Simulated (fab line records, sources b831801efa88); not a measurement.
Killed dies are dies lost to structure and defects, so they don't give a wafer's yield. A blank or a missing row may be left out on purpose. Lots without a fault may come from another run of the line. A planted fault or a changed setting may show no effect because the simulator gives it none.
Chamber matching | flow gf180mcu | GF_PASSIVATION_ETCH_11 on rie_diel-02: 4 sister chambers
The step etches the open film in CF4/O2, stops on TiN, target depth 2040 nm, time 453.3 s. 39 wafers are shown with their chamber, then 12 later ones without.

WAFERS WITH THEIR CHAMBER
wafer  | chamber | drypump_motor_current_A (A) | oes_product_au (a.u.) | throttle_valve_pct (%)
L075.2 | 1       | 4.7                         | 0.984                 | 5.970
L075.3 | 3       | 5.5                         | 0.985                 | 5.964
L075.5 | 2       | 4.9                         | 0.991                 | 5.978
L079.1 | 0       | 5.7                         | 0.965                 | 5.962
L079.2 | 3       | 5.5                         | 0.978                 | 5.961
L079.4 | 2       | 5.0                         | 0.997                 | 5.962
L081.1 | 1       | 4.7                         | 0.987                 | 5.956
L081.2 | 2       | 4.9                         | 0.988                 | 5.988
L081.5 | 2       | 4.9                         | 0.995                 | 5.979
L082.1 | 2       | 5.0                         | 0.991                 | 5.951
L082.4 | 3       | 5.5                         | 0.985                 | 5.987
L082.5 | 1       | 4.7                         | 0.979                 | 5.957
L083.3 | 0       | 5.7                         | 0.985                 | 5.978
L083.4 | 2       | 5.0                         | 1.006                 | 5.961
L083.6 | 0       | 5.7                         | 0.991                 | 5.951
L084.1 | 2       | 5.0                         | 1.000                 | 5.976
L084.4 | 1       | 4.7                         | 0.981                 | 5.966
L084.6 | 0       | 5.7                         | 0.978                 | 5.969
L087.3 | 0       | 5.7                         | 0.981                 | 5.982
L087.4 | 1       | 4.7                         | 0.989                 | 5.972
L087.6 | 0       | 5.8                         | 0.979                 | 5.970
L088.1 | 1       | 4.7                         | 0.979                 | 5.973
L088.2 | 2       | 5.0                         | 1.001                 | 5.977
L088.3 | 0       | 5.7                         | 0.974                 | 5.955
L088.4 | 3       | 5.5                         | 0.983                 | 5.967
L088.5 | 0       | 5.7                         | 0.966                 | 5.962
L088.6 | 1       | 4.7                         | 0.975                 | 5.947
L089.3 | 3       | 5.5                         | 0.993                 | 5.961
L089.4 | 2       | 4.9                         | 0.997                 | 5.965
L089.5 | 0       | 5.7                         | 0.982                 | 5.972
L091.1 | 1       | 4.7                         | 0.984                 | 5.964
L091.2 | 0       | 5.7                         | 0.974                 | 5.973
L091.3 | 2       | 4.9                         | 1.000                 | 5.984
L091.4 | 3       | 5.5                         | 0.992                 | 5.977
L091.5 | 1       | 4.7                         | 0.992                 | 5.979
L091.6 | 0       | 5.8                         | 0.983                 | 5.970
L092.1 | 3       | 5.5                         | 0.988                 | 5.970
L092.2 | 1       | 4.7                         | 0.983                 | 5.988
L092.3 | 2       | 5.0                         | 1.000                 | 5.956

SIGNATURES (means of the wafers above)
reading                 | chamber 0 | chamber 1 | chamber 2 | chamber 3 | scatter within a chamber
drypump_motor_current_A | 5.718     | 4.700     | 4.955     | 5.500     | 0.0353
oes_product_au          | 0.97800   | 0.98330   | 0.99691   | 0.98629   | 0.00608
throttle_valve_pct      | 5.96764   | 5.96720   | 5.97064   | 5.96957   | 0.0109
Rule: a wafer's distance from a chamber is the root of the sum, over the readings, of the square of ((its reading less the chamber's mean) divided by the reading's scatter). The wafer belongs to the nearest chamber; if the next one is less than 2 further off, it can't be placed. The scatter: the root of (the sum of the squares of (reading less its chamber's mean) over the shown wafers, divided by (wafers less chambers)).

WAFERS WITHOUT THEIR CHAMBER
wafer  | drypump_motor_current_A (A) | oes_product_au (a.u.) | throttle_valve_pct (%)
L092.4 | 5.7                         | 0.978                 | 5.984
L092.5 | 5.5                         | 0.984                 | 5.968
L092.6 | 5.7                         | 0.979                 | 5.970
L094.1 | 5.8                         | 0.975                 | 5.962
L094.2 | 5.5                         | 0.984                 | 5.979
L094.3 | 4.9                         | 0.993                 | 5.974
L094.4 | 4.7                         | 0.975                 | 5.964
L094.5 | 5.7                         | 0.968                 | 5.968
L094.6 | 4.7                         | 0.985                 | 5.971
L097.1 | 5.6                         | 0.996                 | 5.978
L097.3 | 4.7                         | 0.982                 | 5.955
L097.4 | 5.7                         | 0.975                 | 5.946

WHICH CHAMBER EACH WENT THROUGH
wafer  | from the rows above     | in truth
L092.4 | 0                       | 0
L092.5 | 3                       | 3
L092.6 | 0                       | 0
L094.1 | 0                       | 0
L094.2 | 3                       | 3
L094.3 | 2                       | 2
L094.4 | 1                       | 1
L094.5 | 0                       | 0
L094.6 | 1                       | 1
L097.1 | can't be placed: 3 or 0 | 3
L097.3 | 1                       | 1
L097.4 | 0                       | 0
Placed correctly: 11 of 12. Can't be placed from these rows: 1 (the true chamber is among the candidates in 1). Placed wrongly: 0.
